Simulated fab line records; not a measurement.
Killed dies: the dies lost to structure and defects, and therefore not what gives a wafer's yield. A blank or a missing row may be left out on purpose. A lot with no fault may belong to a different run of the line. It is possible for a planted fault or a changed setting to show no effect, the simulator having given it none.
fab line records -- flow sky130
record: lots: 15, wafers: 45, last_day: 49
route steps=708 shown METAL3@563 VIA3@582
lots that met no fault: from a run of the same line without faults
start_h: the number of hours between the record's first day and the start of the first shown wafer of the lot -- wait_h: how many hours have passed since the lot's step before this one -- " same as the row above -- L1.1+2: a row that stands for several wafers -- - value missing, or start not given -- * or withheld: withheld -- < > ~ a bound
route shown NAME@n: NAME is a module with steps in the file, n the number in the route of the first one -- usual: mean/standard deviation taken from wafers without a fault -- same: alike in all rows -- chamber/n: place in a boat -- sites: each site's reading -- _std_site: how widely they spread, as a standard deviation -- _edge_site: the outer-site mean with the inner-site mean subtracted -- radius_mm: for every site, how far away it sits from the centre of the wafer -- mask NAME#n: copy n -- behind: the last tool/chamber to shape the wafer -- hold: what put the lot on hold/how long, in hours/how the hold closed -- device: whichever transistor did not switch (one of n, p or np) -- end of line: tests run on the same wafers once the route is complete -- a step with no rows: only its recipe -- killed: dies that structure and defects cost at the first sort, which is not the same as the wafer's yield -- map: dies across one wafer; x = killed, . = not, _ = none there
set.NAME: the run value of the setting; set.NAME@STEP: its run value at that earlier step -- model.NAME: the simulator's own value behind a step, which no gauge read
one table for each step of the route and one row for each wafer, over a sample of lots
services: when a tool's chamber went out of use (start_h, in hours from the record's first day, below 0 if earlier), for how many hours, and the reason
== steps ==
step: SKY_METAL3_CD_MEAS_13
recipe: target_cd_nm: 300
usual: cd_nm: 300.5/1.5
lot.wafer,tool,chamber,start_h,wait_h,cd_nm
L695.1,cd_sem-01,-,912.67,-,301.3
L695.4,cd_sem-01,-,912.67,-,301.7
L695.6,cd_sem-01,-,912.67,-,302.0
L694.2,cd_sem-01,-,916.77,-,297.8
L694.3,cd_sem-01,-,916.77,-,298.8
L694.5,cd_sem-01,-,916.77,-,297.8
L696.1,cd_sem-02,-,935.62,-,300.5
L696.5,cd_sem-02,-,935.62,-,299.2
L696.6,cd_sem-02,-,935.62,-,301.4
L697.1,cd_sem-02,-,936.18,-,300.9
L697.2,cd_sem-02,-,936.18,-,302.2
L697.4,cd_sem-02,-,936.18,-,302.7
L699.2,cd_sem-01,-,940.14,-,297.5
L699.4,cd_sem-01,-,940.14,-,297.5
L699.5,cd_sem-01,-,940.14,-,298.4
L698.3,cd_sem-02,-,948.74,-,300.6
L698.4,cd_sem-02,-,948.74,-,299.6
L698.6,cd_sem-02,-,948.74,-,300.2
L704.2,cd_sem-02,-,991.47,-,299.3
L704.3,cd_sem-02,-,991.47,-,299.9
L704.6,cd_sem-02,-,991.47,-,299.2
L702.3,cd_sem-02,-,995.56,-,301.9
L702.4,cd_sem-02,-,995.56,-,301.1
L702.5,cd_sem-02,-,995.56,-,301.1
L701.2,cd_sem-01,-,998.90,-,299.4
L701.4,cd_sem-01,-,998.90,-,298.8
L701.6,cd_sem-01,-,998.90,-,298.3
L705.3,cd_sem-02,-,1000.39,-,299.1
L705.5,cd_sem-02,-,1000.39,-,299.8
L705.6,cd_sem-02,-,1000.39,-,299.2
L707.1,cd_sem-01,-,1001.63,-,298.7
L707.3,cd_sem-01,-,1001.63,-,300.6
L707.5,cd_sem-01,-,1001.63,-,299.4
L700.4,cd_sem-02,-,1002.04,-,301.0
L700.5,cd_sem-02,-,1002.04,-,301.7
L700.6,cd_sem-02,-,1002.04,-,300.0
L706.2,cd_sem-01,-,1003.50,-,302.0
L706.5,cd_sem-01,-,1003.50,-,299.9
L706.6,cd_sem-01,-,1003.50,-,301.9
L708.1,cd_sem-01,-,1003.83,-,300.1
L708.2,cd_sem-01,-,1003.83,-,301.7
L708.3,cd_sem-01,-,1003.83,-,301.9
L710.2,cd_sem-01,-,1010.89,-,299.2
L710.3,cd_sem-01,-,1010.89,-,301.4
L710.5,cd_sem-01,-,1010.89,-,300.9
step: SKY_METAL3_METAL_ETCH_18
recipe: target_depth_a: 8450, stop_on: SiO2, over_etch_frac: 0.3, time_s: 183.1, chemistry: Cl2/BCl3, resist_sidewall_deg: 88, pressure_mtorr: 10, icp_w: 900, bias_w: 48.5, Cl2_flow_sccm: 60, bcl3_flow_sccm: 30
usual: bcl3_flow_sccm: 30.01/0.092, bias_w: 48.52/0.15, drypump_motor_current_A: 6.1/0.47, oes_product_au: 0.866/0.0068, throttle_valve_pct: 22.264/0.0093
same: over_etch_frac: 0.3
lot.wafer,tool,chamber,start_h,wait_h,bcl3_flow_sccm,bias_w,drypump_motor_current_A,oes_product_au,rf_hours_counter_h,throttle_valve_pct
L695.1,rie_metal-03,0,912.98,0.0,30.10,48.18,6.3,0.866,1,22.271
L695.4,rie_metal-03,1,912.98,0.0,29.75,48.65,5.1,0.871,-,22.260
L695.6,rie_metal-03,0,912.98,0.0,30.08,48.31,6.3,0.875,-,22.269
L694.2,rie_metal-01,0,917.05,0.0,29.96,48.71,6.3,0.872,11,22.269
L694.3,rie_metal-01,0,917.05,0.0,30.01,48.66,6.3,0.871,-,22.261
L694.5,rie_metal-01,0,917.05,0.0,29.91,48.39,6.3,0.874,-,22.257
L696.1,rie_metal-01,0,935.93,0.0,30.08,48.57,6.4,0.875,12,22.242
L696.5,rie_metal-01,0,935.93,0.0,29.96,48.54,6.4,0.853,-,22.267
L696.6,rie_metal-01,1,935.93,0.0,29.92,48.55,5.8,0.873,-,22.273
L697.1,rie_metal-03,0,936.49,0.0,30.08,48.44,6.2,0.874,2,22.271
L697.2,rie_metal-03,1,936.49,0.0,30.14,48.46,5.1,0.858,14,22.250
L697.4,rie_metal-03,0,936.49,0.0,30.12,48.48,6.3,0.868,-,22.267
L699.2,rie_metal-02,0,940.43,0.0,29.96,48.54,6.6,0.881,17,22.253
L699.4,rie_metal-02,0,940.43,0.0,30.02,48.36,6.6,0.861,-,22.254
L699.5,rie_metal-02,1,940.43,0.0,30.08,48.40,6.3,0.875,-,22.263
L698.3,rie_metal-03,0,949.06,0.1,29.85,48.33,6.2,0.859,-,22.248
L698.4,rie_metal-03,1,949.06,0.1,30.09,48.55,5.1,0.860,-,22.267
L698.6,rie_metal-03,1,949.06,0.1,29.91,48.70,5.1,0.857,-,22.241
L704.2,rie_metal-02,1,991.75,0.0,30.14,48.60,6.3,0.879,10,22.255
L704.3,rie_metal-02,0,991.75,0.0,30.15,48.46,6.6,0.873,-,22.270
L704.6,rie_metal-02,0,991.75,0.0,30.15,48.52,6.6,0.854,-,22.266
L702.3,rie_metal-01,0,995.89,0.1,29.98,48.39,6.3,0.859,-,22.257
L702.4,rie_metal-01,1,995.89,0.1,29.96,48.34,5.7,0.867,-,22.265
L702.5,rie_metal-01,0,995.89,0.1,30.09,48.54,6.3,0.868,-,22.275
L701.2,rie_metal-02,1,999.19,0.0,29.90,48.46,6.3,0.872,11,22.275
L701.4,rie_metal-02,0,999.19,0.0,30.08,48.34,6.5,0.873,-,22.269
L701.6,rie_metal-02,1,999.19,0.0,29.99,48.32,6.3,0.861,-,22.262
L705.3,rie_metal-02,0,1000.71,0.1,29.94,48.41,6.6,0.868,-,22.252
L705.5,rie_metal-02,0,1000.71,0.1,30.06,48.57,6.6,0.864,-,22.267
L705.6,rie_metal-02,1,1000.71,0.1,30.00,48.28,6.3,0.861,-,22.240
L707.1,rie_metal-02,1,1001.94,0.0,29.76,48.44,6.3,0.864,11,22.253
L707.3,rie_metal-02,0,1001.94,0.0,30.03,48.53,6.6,0.876,-,22.262
L707.5,rie_metal-02,0,1001.94,0.0,29.90,48.53,6.6,0.874,-,22.249
L700.4,rie_metal-03,0,1002.35,0.1,30.07,48.56,6.3,0.868,-,22.255
L700.5,rie_metal-03,0,1002.35,0.1,30.06,48.54,6.3,0.864,-,22.262
L700.6,rie_metal-03,1,1002.35,0.1,30.14,48.29,5.1,0.868,-,22.272
L706.2,rie_metal-01,0,1003.79,0.0,29.96,48.30,6.3,0.856,16,22.261
L706.5,rie_metal-01,0,1003.79,0.0,29.97,48.62,6.3,0.862,-,22.274
L706.6,rie_metal-01,1,1003.79,0.0,29.96,48.51,5.8,0.858,-,22.267
L708.1,rie_metal-01,0,1004.14,0.0,30.00,48.59,6.4,0.870,16,22.259
L708.2,rie_metal-01,1,1004.14,0.0,30.01,48.56,5.8,0.872,20,22.265
L708.3,rie_metal-01,0,1004.14,0.0,29.99,48.45,6.4,0.870,-,22.272
L710.2,rie_metal-03,1,1011.18,0.0,29.94,48.62,5.1,0.872,17,22.279
L710.3,rie_metal-03,0,1011.18,0.0,29.97,48.69,6.2,0.870,-,22.263
L710.5,rie_metal-03,0,1011.18,0.0,29.87,48.49,6.3,0.873,-,22.266
step: SKY_VIA3_EXPOSE_09
recipe: mask_id: VIM3, na: 0.8, source_shape: annular, sigma_inner: 0.55, sigma_outer: 0.85, target_cd_nm: 200, dose_mj: 38
usual: stage_vel_mm_s: 499.97/0.23
lot.wafer,tool,chamber,start_h,wait_h,mask,stage_vel_mm_s
L695.1,krf_scanner-01,0,927.87,-,VIM3#0,499.93
L695.4,krf_scanner-01,0,927.87,-,VIM3#0,500.07
L695.6,krf_scanner-01,0,927.87,-,VIM3#0,500.43
L694.2,krf_scanner-01,0,930.82,-,VIM3#0,499.65
L694.3,krf_scanner-01,0,930.82,-,VIM3#0,499.61
L694.5,krf_scanner-01,0,930.82,-,VIM3#0,500.20
L696.1,krf_scanner-01,0,950.45,-,VIM3#0,499.75
L696.5,krf_scanner-01,0,950.45,-,VIM3#0,499.66
L696.6,krf_scanner-01,0,950.45,-,VIM3#0,499.68
L697.1,krf_scanner-02,0,951.38,-,VIM3#0,499.73
L697.2,krf_scanner-02,0,951.38,-,VIM3#0,500.01
L697.4,krf_scanner-02,0,951.38,-,VIM3#0,499.93
L699.2,krf_scanner-01,0,954.27,-,VIM3#0,499.66
L699.4,krf_scanner-01,0,954.27,-,VIM3#0,499.67
L699.5,krf_scanner-01,0,954.27,-,VIM3#0,499.93
L698.3,krf_scanner-01,0,961.71,-,VIM3#0,499.96
L698.4,krf_scanner-01,0,961.71,-,VIM3#0,499.93
L698.6,krf_scanner-01,0,961.71,-,VIM3#0,500.26
L704.2,krf_scanner-02,0,1005.92,-,VIM3#0,499.83
L704.3,krf_scanner-02,0,1005.92,-,VIM3#0,500.45
L704.6,krf_scanner-02,0,1005.92,-,VIM3#0,500.20
L702.3,krf_scanner-01,0,1008.41,-,VIM3#0,500.02
L702.4,krf_scanner-01,0,1008.41,-,VIM3#0,499.82
L702.5,krf_scanner-01,0,1008.41,-,VIM3#0,500.09
L701.2,krf_scanner-02,0,1012.29,-,VIM3#0,499.54
L701.4,krf_scanner-02,0,1012.29,-,VIM3#0,499.75
L701.6,krf_scanner-02,0,1012.29,-,VIM3#0,499.77
L705.3,krf_scanner-02,0,1013.61,-,VIM3#0,499.92
L705.5,krf_scanner-02,0,1013.61,-,VIM3#0,500.16
L705.6,krf_scanner-02,0,1013.61,-,VIM3#0,500.21
L707.1,krf_scanner-01,0,1014.93,-,VIM3#0,499.99
L707.3,krf_scanner-01,0,1014.93,-,VIM3#0,500.19
L707.5,krf_scanner-01,0,1014.93,-,VIM3#0,500.09
L700.4,krf_scanner-02,0,1015.43,-,VIM3#0,499.89
L700.5,krf_scanner-02,0,1015.43,-,VIM3#0,499.93
L700.6,krf_scanner-02,0,1015.43,-,VIM3#0,500.11
L706.2,krf_scanner-02,0,1017.14,-,VIM3#0,499.93
L706.5,krf_scanner-02,0,1017.14,-,VIM3#0,499.66
L706.6,krf_scanner-02,0,1017.14,-,VIM3#0,499.61
L708.1,krf_scanner-02,0,1017.24,-,VIM3#0,500.22
L708.2,krf_scanner-02,0,1017.24,-,VIM3#0,500.19
L708.3,krf_scanner-02,0,1017.24,-,VIM3#0,500.03
L710.2,krf_scanner-02,0,1025.34,-,VIM3#0,499.75
L710.3,krf_scanner-02,0,1025.34,-,VIM3#0,499.89
L710.5,krf_scanner-02,0,1025.34,-,VIM3#0,499.81
step: SKY_VIA3_CD_MEAS_12
recipe: target_cd_nm: 200
usual: cd_nm: 200.2/1.3
lot.wafer,tool,chamber,start_h,wait_h,cd_nm
L695.1,cd_sem-02,-,939.35,-,199.8
L695.4,cd_sem-02,-,939.35,-,198.7
L695.6,cd_sem-02,-,939.35,-,199.7
L694.2,cd_sem-02,-,942.49,-,200.8
L694.3,cd_sem-02,-,942.49,-,200.2
L694.5,cd_sem-02,-,942.49,-,202.7
L696.1,cd_sem-01,-,961.35,-,201.6
L696.5,cd_sem-01,-,961.35,-,200.7
L696.6,cd_sem-01,-,961.35,-,200.7
L697.1,cd_sem-02,-,962.05,-,199.4
L697.2,cd_sem-02,-,962.05,-,199.2
L697.4,cd_sem-02,-,962.05,-,197.9
L699.2,cd_sem-01,-,964.74,-,198.5
L699.4,cd_sem-01,-,964.74,-,199.0
L699.5,cd_sem-01,-,964.74,-,200.1
L698.3,cd_sem-02,-,974.16,-,201.0
L698.4,cd_sem-02,-,974.16,-,201.0
L698.6,cd_sem-02,-,974.16,-,201.1
L704.2,cd_sem-01,-,1017.32,-,201.1
L704.3,cd_sem-01,-,1017.32,-,201.3
L704.6,cd_sem-01,-,1017.32,-,200.6
L702.3,cd_sem-02,-,1020.09,-,200.7
L702.4,cd_sem-02,-,1020.09,-,200.4
L702.5,cd_sem-02,-,1020.09,-,199.4
L701.2,cd_sem-02,-,1024.39,-,200.8
L701.4,cd_sem-02,-,1024.39,-,199.3
L701.6,cd_sem-02,-,1024.39,-,201.1
L705.3,cd_sem-01,-,1025.94,-,202.2
L705.5,cd_sem-01,-,1025.94,-,201.3
L705.6,cd_sem-01,-,1025.94,-,200.9
L707.1,cd_sem-02,-,1027.27,-,199.2
L707.3,cd_sem-02,-,1027.27,-,200.4
L707.5,cd_sem-02,-,1027.27,-,200.5
L700.4,cd_sem-01,-,1027.41,-,198.4
L700.5,cd_sem-01,-,1027.41,-,200.1
L700.6,cd_sem-01,-,1027.41,-,196.6
L706.2,cd_sem-01,-,1029.47,-,199.8
L706.5,cd_sem-01,-,1029.47,-,156.3
L706.6,cd_sem-01,-,1029.47,-,200.1
L708.1,cd_sem-02,-,1029.75,-,155.3
L708.2,cd_sem-02,-,1029.75,-,199.4
L708.3,cd_sem-02,-,1029.75,-,155.3
L710.2,cd_sem-02,-,1036.17,-,198.7
L710.3,cd_sem-02,-,1036.17,-,156.5
L710.5,cd_sem-02,-,1036.17,-,155.4
step: SKY_VIA3_OVL_MEAS_13
usual: VIA3_OVL: 0/5.6
lot.wafer,tool,chamber,start_h,wait_h,VIA3_OVL[nm]
L695.1,overlay-01,-,939.47,0.1,0
L695.4,overlay-01,-,939.47,0.1,4
L695.6,overlay-01,-,939.47,0.1,2
L694.2,overlay-01,-,942.60,0.1,-3
L694.3,overlay-01,-,942.60,0.1,0
L694.5,overlay-01,-,942.60,0.1,1
L696.1,overlay-01,-,961.47,0.1,3
L696.5,overlay-01,-,961.47,0.1,-5
L696.6,overlay-01,-,961.47,0.1,5
L697.1,overlay-02,-,962.17,0.1,-2
L697.2,overlay-02,-,962.17,0.1,-5
L697.4,overlay-02,-,962.17,0.1,-18
L699.2,overlay-02,-,964.85,0.1,0
L699.4,overlay-02,-,964.85,0.1,-3
L699.5,overlay-02,-,964.85,0.1,-3
L698.3,overlay-01,-,974.25,0.1,-3
L698.4,overlay-01,-,974.25,0.1,0
L698.6,overlay-01,-,974.25,0.1,1
L704.2,overlay-01,-,1017.43,0.1,-6
L704.3,overlay-01,-,1017.43,0.1,7
L704.6,overlay-01,-,1017.43,0.1,-1
L702.3,overlay-01,-,1020.18,0.1,-1
L702.4,overlay-01,-,1020.18,0.1,0
L702.5,overlay-01,-,1020.18,0.1,5
L701.2,overlay-02,-,1024.50,0.1,-1
L701.4,overlay-02,-,1024.50,0.1,-8
L701.6,overlay-02,-,1024.50,0.1,-1
L705.3,overlay-02,-,1026.03,0.1,0
L705.5,overlay-02,-,1026.03,0.1,-4
L705.6,overlay-02,-,1026.03,0.1,-3
L707.1,overlay-02,-,1027.39,0.1,2
L707.3,overlay-02,-,1027.39,0.1,4
L707.5,overlay-02,-,1027.39,0.1,2
L700.4,overlay-01,-,1027.48,0.1,-6
L700.5,overlay-01,-,1027.48,0.1,5
L700.6,overlay-01,-,1027.48,0.1,-4
L706.2,overlay-01,-,1029.57,0.1,-7
L706.5,overlay-01,-,1029.57,0.1,1
L706.6,overlay-01,-,1029.57,0.1,-11
L708.1,overlay-02,-,1029.87,0.1,-6
L708.2,overlay-02,-,1029.87,0.1,-9
L708.3,overlay-02,-,1029.87,0.1,-3
L710.2,overlay-01,-,1036.28,0.1,5
L710.3,overlay-01,-,1036.28,0.1,9
L710.5,overlay-01,-,1036.28,0.1,14
== services ==
tool,chamber,start_h,hours,kind
krf_scanner-02,-,893.36,3.6,pm
krf_scanner-01,-,925.55,0.8,pm
krf_scanner-02,-,938.64,1.0,pm
krf_scanner-02,-,939.64,1.3,pm
krf_scanner-01,-,944.86,4.0,pm
rie_metal-03,-,954.83,2.8,pm
rie_metal-03,1,958.05,20.2,repair
krf_scanner-02,-,1002.57,0.8,pm
krf_scanner-01,-,1009.55,3.6,pm
krf_scanner-01,-,1013.22,0.4,repair
== key ==
first_sign: step: SKY_VIA3_CD_MEAS_12, reading: cd_nm, direction: down, sigmas: 34, usual: 200.2, struck: 155.8
effect none on later readings
met_at SKY_VIA3_EXPOSE_09
struck_lots L706,L708,L710
struck_wafers L706.5,L708.1,L708.3,L710.3,L710.5
later_rows_left_out L706.5,L708.1,L708.3,L710.3,L710.5
sort_left_out L706.5,L708.1,L708.3,L710.3,L710.5
not_acting_at SKY_METAL3_CD_MEAS_13,SKY_METAL3_METAL_ETCH_18,SKY_VIA3_OVL_MEAS_13
fault: kind: process_parameter_drift, tool: krf_scanner-02, chamber: -, onset_h: 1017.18, steps: SKY_VIA3_EXPOSE_09, channel: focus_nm, offset: 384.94, shape: step, end_h: 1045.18, scope: struck_wafers_only
sort_left_out: the simulated sort isn't trusted on such a fault, so these wafers' sort isn't shown, and their yield isn't known
later_rows_left_out: the simulator's readings of these wafers behind a module that went badly wrong aren't trusted and aren't shown, but for the sort
